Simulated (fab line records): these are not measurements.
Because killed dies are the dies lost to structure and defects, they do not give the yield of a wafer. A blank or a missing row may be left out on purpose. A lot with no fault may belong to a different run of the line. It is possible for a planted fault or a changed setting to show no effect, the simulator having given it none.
fab line records ; flow sky130
[record] lots = 5; wafers = 15; last_day = 48
route steps=708 shown FIELD_ISO@6 PAD_OPEN@708
lots that met no fault: taken from a fault-free run of the same line
start_h: hours from the record's first day to the start of the lot's first wafer shown ; wait_h: hours since the lot's step before ; " as in the row above ; L1.1+2: one row covering several wafers at once ; - no value present, or no start provided ; * or withheld: withheld ; < > ~ a bound
route shown NAME@n: names a module that has steps shown in the file, with the first one's number in the route ; usual: mean and standard deviation over wafers with no fault ; same: alike in all rows ; chamber/n: place in a boat ; sites: readings site by site ; _std_site: how widely they spread, as a standard deviation ; _edge_site: outer sites' mean less inner sites' ; radius_mm: how far each site lies from the wafer's centre ; mask NAME#n: copy n ; behind: tool/chamber where the wafer was last shaped ; hold: why the lot went on hold/how many hours it stayed there/how the hold came to an end ; device: transistor that didn't switch, given as n, p or np ; end of line: tests of these same wafers at the route's end ; a step given without rows: its recipe and nothing more ; killed: the dies lost at the first sort to structure and to defects; this is not the yield of the wafer ; map: a wafer's dies, marking killed ones x, the rest . and places with no die _
set.NAME: the setting the step ran with; set.NAME@STEP: the setting that earlier step ran with ; model.NAME: the simulator's own value behind a step, which no gauge read
lots seen at some steps along the route; tables by step, rows by wafer
services: the hour from which a tool's chamber was out of use, counted from the record's first day as start_h (under 0 if before that day), plus the number of hours and why
[[steps]]
[step SKY_FIELD_ISO_DEHYDRATE_05]
[recipe] temp_c = 200; time_s = 60
[step SKY_FIELD_ISO_HMDS_06]
[recipe] prime_time_s = 60; prime_temp_c = 120
[step SKY_FIELD_ISO_COAT_07]
[recipe] resist = BARC; temp_c = withheld; time_s = withheld; spin_rpm = 3000; resist_thk_nm = 60
[step SKY_FIELD_ISO_COAT_08]
[recipe] resist = KrF-thick; spin_rpm = 3000; resist_thk_nm = 450
[step SKY_FIELD_ISO_SOFTBAKE_09]
[recipe] temp_c = 100; time_s = 90; resist = KrF-thick
[step SKY_FIELD_ISO_EXPOSE_10]
[recipe] mask_id = FOM; na = 0.68; source_shape = annular; sigma_inner = 0.4; sigma_outer = 0.8; target_cd_nm = 150; dose_mj = 28
[step SKY_FIELD_ISO_PEB_11]
[recipe] peb_temp_c = withheld; peb_time_s = withheld; resist = KrF-thick
[step SKY_FIELD_ISO_DEVELOP_12]
[recipe] develop_time_s = 60; resist = KrF-thick; dev_temp_c = 21
[step SKY_FIELD_ISO_CD_MEAS_13]
[recipe] target_cd_nm = 150
[usual] cd_nm = 150.0/1.4
lot.wafer;tool;chamber;start_h;wait_h;cd_nm
L321.2;cd_sem-02;-;35.80;-;148.7
L321.3;cd_sem-02;-;35.80;-;150.7
L321.6;cd_sem-02;-;35.80;-;149.3
L329.1;cd_sem-01;-;79.58;-;150.8
L329.2;cd_sem-01;-;79.58;-;149.7
L329.3;cd_sem-01;-;79.58;-;149.3
L335.2;cd_sem-02;-;106.20;-;147.9
L335.4;cd_sem-02;-;106.20;-;148.3
L335.6;cd_sem-02;-;106.20;-;148.7
L337.2;cd_sem-01;-;117.60;-;148.9
L337.3;cd_sem-01;-;117.60;-;147.6
L337.4;cd_sem-01;-;117.60;-;147.0
L338.1;cd_sem-02;-;122.27;-;149.1
L338.3;cd_sem-02;-;122.27;-;148.6
L338.4;cd_sem-02;-;122.27;-;148.7
[step SKY_FIELD_ISO_ETCH_14]
[recipe] chemistry = N2/H2; target = BARC; ion_energy_ev = 200; source_w = 500; bias_w = 100; pressure_mtorr = 30; n2_flow_sccm = 100; h2_flow_sccm = 200; stop_on = SiO2; time_s = 45.9; target_depth_a = 600
[usual] drypump_motor_current_A = 5.7/0.4; oes_product_au = 0.855/0.0046; run_length_s = 74.2/0.51; throttle_valve_pct = 13.226/0.0095
lot.wafer;tool;chamber;start_h;wait_h;drypump_motor_current_A;oes_product_au;rf_hours_counter_h;run_length_s;throttle_valve_pct
L321.2;rie_diel-02;1;35.90;0.1;5.3;0.854;77;74.8;13.241
L321.3;rie_diel-02;3;35.90;0.1;5.2;0.858;15;73.7;13.221
L321.6;rie_diel-02;3;35.90;0.1;5.2;0.861;-;73.6;13.237
L329.1;rie_diel-04;1;79.70;0.1;5.3;0.854;121;74.7;13.227
L329.2;rie_diel-04;0;79.70;0.1;5.5;0.860;106;74.4;13.214
L329.3;rie_diel-04;2;79.70;0.1;6.3;0.854;151;74.8;13.213
L335.2;rie_diel-02;2;106.30;0.1;5.8;0.858;105;74.2;13.235
L335.4;rie_diel-02;3;106.30;0.1;5.2;0.853;16;73.8;13.224
L335.6;rie_diel-02;1;106.30;0.1;5.3;0.849;-;74.6;13.212
L337.2;rie_diel-03;2;117.70;0.1;6.0;0.851;1;73.9;13.224
L337.3;rie_diel-03;1;117.70;0.1;6.3;0.851;93;74.4;13.232
L337.4;rie_diel-03;0;117.70;0.1;5.7;0.854;105;74.1;13.220
L338.1;rie_diel-02;3;122.39;0.1;5.1;0.857;16;73.6;13.234
L338.3;rie_diel-02;0;122.39;0.1;5.1;0.854;1;74.8;13.211
L338.4;rie_diel-02;2;122.39;0.1;5.7;0.849;106;74.4;13.238
[step SKY_FIELD_ISO_ETCH_15]
[recipe] chemistry = CHF3/O2; target_depth_nm = 180; stop_on = Si; source_w = 600; bias_w = 200; pressure_mtorr = 40; chf3_flow_sccm = 50; O2_flow_sccm = 5; time_s = 72
[usual] drypump_motor_current_A = 5.7/0.39; oes_product_au = 0.945/0.0078; run_length_s = 100.3/0.48; throttle_valve_pct = 8.844/0.0092
lot.wafer;tool;chamber;start_h;wait_h;drypump_motor_current_A;oes_product_au;rf_hours_counter_h;run_length_s;throttle_valve_pct
L321.2;rie_diel-02;1;35.94;0.0;5.3;0.954;77;100.9;8.848
L321.3;rie_diel-02;3;35.94;0.0;5.2;0.950;15;100.3;8.827
L321.6;rie_diel-02;3;35.94;0.0;5.2;0.955;-;99.9;8.834
L329.1;rie_diel-04;1;79.74;0.0;5.2;0.955;121;100.7;8.840
L329.2;rie_diel-04;0;79.74;0.0;5.5;0.946;106;100.6;8.851
L329.3;rie_diel-04;2;79.74;0.0;6.2;0.940;151;100.8;8.853
L335.2;rie_diel-02;2;106.34;0.0;5.7;0.948;105;100.0;8.830
L335.4;rie_diel-02;3;106.34;0.0;5.2;0.960;16;99.8;8.850
L335.6;rie_diel-02;1;106.34;0.0;5.3;0.951;-;101.1;8.848
L337.2;rie_diel-03;2;117.74;0.0;6.0;0.940;1;99.9;8.850
L337.3;rie_diel-03;1;117.74;0.0;6.3;0.956;93;100.0;8.843
L337.4;rie_diel-03;0;117.74;0.0;5.7;0.951;105;100.0;8.838
L338.1;rie_diel-02;3;122.43;0.0;5.2;0.943;16;100.2;8.849
L338.3;rie_diel-02;0;122.43;0.0;5.1;0.948;1;101.1;8.836
L338.4;rie_diel-02;2;122.43;0.0;5.7;0.940;106;100.1;8.832
[step SKY_FIELD_ISO_STRIP_16]
[recipe] chemistry = O2/N2; power_w = 1400; pressure_mtorr = 1500; platen_temp_c = withheld; o2_flow_sccm = 3000; n2_flow_sccm = 300; overash_fraction = 0.5
[usual] drypump_motor_current_A = 5.77/0.24; oes_product_au = 0.377/0.0049; strip_time_to_endpoint_s = 3.54/0.045
lot.wafer;tool;chamber;start_h;wait_h;drypump_motor_current_A;oes_product_au;rf_hours_counter_h;strip_time_to_endpoint_s
L321.2;plasma_asher-01;0;36.00;0.0;5.97;0.377;36;3.55
L321.3;plasma_asher-01;0;36.00;0.0;5.94;0.372;-;3.50
L321.6;plasma_asher-01;1;36.00;0.0;5.32;0.377;-;3.47
L329.1;plasma_asher-03;0;79.79;0.0;6.15;0.374;36;3.51
L329.2;plasma_asher-03;1;79.79;0.0;5.78;0.372;36;3.52
L329.3;plasma_asher-03;1;79.79;0.0;5.77;0.384;-;3.56
L335.2;plasma_asher-03;0;106.39;0.0;6.13;0.378;38;3.55
L335.4;plasma_asher-03;0;106.39;0.0;6.12;0.379;-;3.47
L335.6;plasma_asher-03;1;106.39;0.0;5.77;0.377;-;3.54
L337.2;plasma_asher-02;1;117.79;0.0;5.66;0.375;44;3.57
L337.3;plasma_asher-02;0;117.79;0.0;5.62;0.373;-;3.48
L337.4;plasma_asher-02;1;117.79;0.0;5.67;0.381;-;3.54
L338.1;plasma_asher-02;0;122.49;0.0;5.65;0.380;45;3.51
L338.3;plasma_asher-02;1;122.49;0.0;5.66;0.382;-;3.60
L338.4;plasma_asher-02;0;122.49;0.0;5.66;0.380;-;3.55
[step SKY_FIELD_ISO_ETCH_17]
[recipe] target_depth_a = 3420; mask_material = Si3N4; chemistry = HBr/Cl2/O2; target = Si; taper_deg = 5; icp_w = 600; bias_w = 150; pressure_mtorr = 15; HBr_flow_sccm = 150; Cl2_flow_sccm = 40; O2_flow_sccm = 6; time_s = 97.7
[usual] drypump_motor_current_A = 5.8/0.69; oes_product_au = 0.998/0.017; run_length_s = 125.9/0.38; throttle_valve_pct = 25.657/0.014
lot.wafer;tool;chamber;start_h;wait_h;drypump_motor_current_A;oes_product_au;rf_hours_counter_h;run_length_s;throttle_valve_pct;model.FIELD_ISO.feature_depth_nm;model.etch.depth_nm
L321.2;rie_si-01;3;36.10;0.1;6.1;1.016;40;125.4;25.641;348.7;348.7
L321.3;rie_si-01;0;36.10;0.1;5.9;1.010;104;125.6;25.650;345;345
L321.6;rie_si-01;1;36.10;0.1;6.8;1.029;-;126.4;25.639;357.1;357.1
L329.1;rie_si-02;1;79.89;0.1;4.9;0.985;106;125.8;25.660;333.4;333.4
L329.2;rie_si-02;0;79.89;0.1;6.2;1.001;3;126.3;25.652;341.3;341.3
L329.3;rie_si-02;2;79.89;0.1;4.8;1.009;66;126.4;25.651;352;352
L335.2;rie_si-02;0;106.49;0.1;6.2;0.989;3;125.7;25.657;337.4;337.4
L335.4;rie_si-02;1;106.49;0.1;4.9;0.993;107;125.8;25.666;337.1;337.1
L335.6;rie_si-02;0;106.49;0.1;6.2;0.996;-;125.5;25.660;341.1;341.1
L337.2;rie_si-01;3;117.89;0.1;6.1;1.002;40;117.5;25.661;316.3;316.3
L337.3;rie_si-01;0;117.89;0.1;5.8;1.005;105;125.8;25.644;342.1;342.1
L337.4;rie_si-01;2;117.89;0.1;5.6;0.988;2;117.9;25.660;308;308
L338.1;rie_si-02;0;122.59;0.1;6.3;0.996;3;125.9;25.666;337.9;337.9
L338.3;rie_si-02;2;122.59;0.1;4.9;1.005;66;125.9;25.662;345.1;345.1
L338.4;rie_si-02;3;122.59;0.1;6.2;0.970;67;125.3;25.670;327.7;327.7
[step SKY_FIELD_ISO_WET_ETCH_18]
[recipe] chemistry = H3PO4; target_depth_nm = 25; temp_c = 160; target = Si3N4; time_s = 286
[step SKY_PAD_OPEN_PROBE_99]
[usual] killed_at_M0_to_M3 = 42/6.1; killed_at_M4_up = 3.3/1.7; killed_at_contacts = 25/5.4; killed_at_front_end = 16/4.6; killed_at_other = 0.4/0.55; killed_dies = 87/8.8; killed_open = 47/7.1; killed_short = 40/5.8
[same] gross_dies = 492; killed_at_back_side = 0
lot.wafer;tool;chamber;start_h;wait_h;killed_at_M0_to_M3;killed_at_M4_up;killed_at_contacts;killed_at_front_end;killed_at_other;killed_dies;killed_open;killed_short;model.etest.res_p_drift_20v.line_ohm_um;model.etest.res_p_drift_20v.rs_ohm_sq;model.etest.pfet_16v.r_on_ohm_um;model.etest.res_iso_pwell.rs_ohm_sq;model.etest.res_iso_pwell.line_ohm_um;model.etest.cap_poly_to_well.c_af_um2;model.etest.field_p.vt_v;model.etest.field_n.vt_v
L321.3;prober-02;-;1073.21;0.2;40;2;31;12;0;85;45;40;1.149e+04;9580;1.556e+04;3194;1213;90.2;-44.37;36.8
L321.6;prober-02;-;1073.36;0.2;51;3;22;15;0;91;52;39;1.217e+04;1.008e+04;1.615e+04;3518;1348;89.2;-46.1;36.96
L329.1;prober-02;-;1129.87;0.1;52;0;33;12;0;97;58;39;1.172e+04;9757;1.475e+04;2755;1037;95.34;-38.98;34.93
L329.2;prober-02;-;1129.92;0.1;46;5;22;21;0;94;49;45;1.241e+04;1.011e+04;1.5e+04;2855;1081;93.74;-40.27;35.5
L329.3;prober-02;-;1129.97;0.2;35;4;24;16;0;79;42;37;1.326e+04;1.088e+04;1.532e+04;3042;1168;90.22;-42.13;36.51
L335.2;prober-01;-;1152.99;0.1;51;4;28;14;0;97;50;47;1.068e+04;9145;1.484e+04;2715;1014;91.13;-39.18;35.4
L335.4;prober-01;-;1153.09;0.2;43;5;19;15;0;82;43;38;1.095e+04;9135;1.484e+04;2698;1029;91.96;-39.31;35.47
L335.6;prober-01;-;1153.19;0.2;44;4;17;17;0;82;42;38;1.09e+04;9208;1.495e+04;2749;1042;91.02;-39.71;35.76
L337.2;prober-02;-;1155.73;0.1;40;3;32;11;1;87;55;32;1.005e+04;8428;1.447e+04;2697;1038;97.54;-36.2;33.82
L337.3;prober-02;-;1155.78;0.2;47;2;27;19;0;95;56;39;1.184e+04;9972;1.571e+04;3329;1263;87.22;-42.03;36.49
L337.4;prober-02;-;1155.83;0.2;23;2;28;12;0;65;33;32;9848;8176;1.429e+04;2548;974.3;98.44;-34.39;32.62
L338.1;prober-02;-;1162.00;0.1;47;4;26;27;0;104;56;47;1.1e+04;9053;1.51e+04;2844;1061;91.25;-43.55;35.48
L338.3;prober-02;-;1162.10;0.2;43;2;26;17;0;88;36;51;1.105e+04;9294;1.526e+04;2964;1113;91.54;-44.69;36.08
L338.4;prober-02;-;1162.15;0.2;38;2;27;19;1;87;49;37;1.034e+04;8801;1.486e+04;2700;1020;93.48;-42.16;34.63
// killed by level:class
L321.3 CONTACT:geometric_particle:open=13 VIA1:geometric_particle:open=11 LOCAL_INTERCONNECT:geometric_particle:short=7 LI_CONTACT:geometric_particle:open=6 METAL1:geometric_particle:short=6 VIA2:geometric_particle:open=5 VIA1:geometric_particle:short=5 CONTACT:geometric_particle:short=4
L321.6 VIA3:geometric_particle:open=11 CONTACT:geometric_particle:open=9 VIA2:geometric_particle:open=9 METAL2:geometric_particle:short=7 LI_CONTACT:geometric_particle:open=6 METAL1:geometric_particle:short=5 VIA1:geometric_particle:short=5 VIA1:geometric_particle:open=5
L329.1 VIA1:geometric_particle:open=15 CONTACT:geometric_particle:open=14 LI_CONTACT:geometric_particle:open=8 VIA2:geometric_particle:open=7 CONTACT:geometric_particle:short=6 METAL2:geometric_particle:short=6 VIA1:geometric_particle:short=6 FIELD_ISO:geometric_particle:short=5
L329.2 VIA1:geometric_particle:open=15 CONTACT:geometric_particle:open=10 FIELD_ISO:geometric_particle:open=8 FIELD_ISO:geometric_particle:short=6 METAL3:geometric_particle:short=6 CONTACT:geometric_particle:short=5 METAL1:geometric_particle:short=5 METAL4:geometric_particle:short=5
L329.3 CONTACT:geometric_particle:open=12 VIA1:geometric_particle:open=7 LI_CONTACT:geometric_particle:open=6 METAL1:geometric_particle:short=6 CONTACT:geometric_particle:short=5 FIELD_ISO:geometric_particle:short=4 VIA1:geometric_particle:short=4 METAL2:geometric_particle:short=4
L335.2 CONTACT:geometric_particle:open=11 POLY_GATE:geometric_particle:short=8 LI_CONTACT:geometric_particle:open=8 METAL1:geometric_particle:short=8 METAL2:geometric_particle:short=8 VIA1:geometric_particle:open=8 VIA3:geometric_particle:open=7 VIA1:geometric_particle:short=6
L335.4 VIA1:geometric_particle:open=10 LI_CONTACT:geometric_particle:open=7 VIA3:geometric_particle:open=7 VIA2:geometric_particle:open=7 POLY_GATE:geometric_particle:short=5 CONTACT:geometric_particle:open=5 METAL1:geometric_particle:short=5 VIA1:geometric_particle:short=4
L335.6 VIA1:geometric_particle:open=9 VIA3:geometric_particle:open=6 METAL2:geometric_particle:short=5 VIA1:geometric_particle:short=5 LI_CONTACT:geometric_particle:open=4 POLY_GATE:geometric_particle:short=4 LOCAL_INTERCONNECT:geometric_particle:short=4 VIA2:geometric_particle:open=4
L337.2 CONTACT:geometric_particle:open=18 LI_CONTACT:geometric_particle:open=8 VIA1:geometric_particle:open=8 VIA2:geometric_particle:open=7 METAL1:geometric_particle:short=5 VIA3:geometric_particle:open=5 METAL2:geometric_particle:short=4 FIELD_ISO:geometric_particle:short=3
L337.3 CONTACT:geometric_particle:open=13 VIA2:geometric_particle:open=9 VIA3:geometric_particle:open=7 VIA1:geometric_particle:open=7 METAL1:geometric_particle:short=6 LI_CONTACT:geometric_particle:short=6 POLY_GATE:geometric_particle:short=5 LI_CONTACT:geometric_particle:open=5
L337.4 CONTACT:geometric_particle:open=10 LI_CONTACT:geometric_particle:open=5 LOCAL_INTERCONNECT:geometric_particle:short=5 CONTACT:geometric_particle:short=5 POLY_GATE:geometric_particle:short=4 VIA1:geometric_particle:open=4 METAL2:geometric_particle:short=4 VIA2:geometric_particle:open=4
L338.1 CONTACT:geometric_particle:open=12 VIA1:geometric_particle:open=11 LI_CONTACT:geometric_particle:open=10 FIELD_ISO:geometric_particle:short=7 METAL1:geometric_particle:short=7 METAL2:geometric_particle:short=6 FIELD_ISO:geometric_particle:open=5 VIA2:geometric_particle:short=5
L338.3 METAL1:geometric_particle:short=11 CONTACT:geometric_particle:short=9 VIA1:geometric_particle:open=9 VIA1:geometric_particle:short=8 CONTACT:geometric_particle:open=7 LI_CONTACT:geometric_particle:short=5 METAL2:geometric_particle:short=5 FIELD_ISO:geometric_particle:short=4
L338.4 CONTACT:geometric_particle:open=10 VIA1:geometric_particle:open=10 POLY_GATE:geometric_particle:short=7 LI_CONTACT:geometric_particle:open=7 VIA3:geometric_particle:open=6 VIA2:geometric_particle:open=5 POLY_GATE:geometric_particle:open=4 LOCAL_INTERCONNECT:geometric_particle:short=4
[[services]]
tool;chamber;start_h;hours;kind
rie_si-02;3;23.48;3.5;repair
rie_diel-03;3;24.83;-;clean
rie_diel-03;3;24.83;22.4;scheduled_down
rie_diel-03;3;24.83;22.4;vent_cycle
rie_diel-04;0;33.14;6.1;repair
rie_si-02;3;33.90;2.3;repair
rie_diel-02;0;35.07;-;clean
rie_diel-02;0;35.07;22.0;scheduled_down
rie_diel-02;0;35.07;22.0;vent_cycle
plasma_asher-02;-;35.25;2.4;repair
rie_diel-03;2;47.21;-;clean
rie_diel-03;2;47.21;21.3;scheduled_down
rie_diel-02;-;48.65;0.7;repair
rie_diel-02;1;55.82;4.3;repair
rie_diel-02;3;67.12;10.3;repair
rie_si-02;3;78.82;1.3;repair
rie_diel-03;3;84.07;6.1;repair
rie_diel-03;3;103.47;8.8;repair
rie_diel-03;1;107.15;9.5;repair
plasma_asher-02;-;107.52;0.8;repair
plasma_asher-02;-;108.40;1.6;repair
rie_diel-02;2;108.70;4.8;repair
plasma_asher-01;-;108.82;9.0;pm
rie_diel-02;3;109.06;7.0;repair
[[key]]
[first_sign] step = SKY_FIELD_ISO_ETCH_17; reading = run_length_s; direction = down; sigmas = 21; usual = *; struck = *
effect none on later readings
[model_effect] step = SKY_FIELD_ISO_ETCH_17; value = FIELD_ISO.feature_depth_nm; without = 340.8; struck = 312.1
[model_effect] step = SKY_PAD_OPEN_PROBE_99; value = etest.res_p_drift_20v.line_ohm_um; without = 1.156e+04; struck = 9947
met_at SKY_FIELD_ISO_ETCH_17
struck_wafers L337.2,L337.4
tester_left_out L337
onset_between 36.10 117.89
[fault] kind = process_parameter_drift; tool = rie_si-01; chamber = -; onset_h = 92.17; steps = SKY_FIELD_ISO_ETCH_17; channel = time_s; offset = *; shape = step; end_h = 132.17; scope = struck_wafers_only; acts_in = *; stated = *
// tester_left_out: of these lots the tester's yield and bins aren't shown, on N5 and GAA mostly nor the transistor test; their killed dies are dies lost to structure and defects alone, not to doping, threshold or leakage, so they don't give the yield
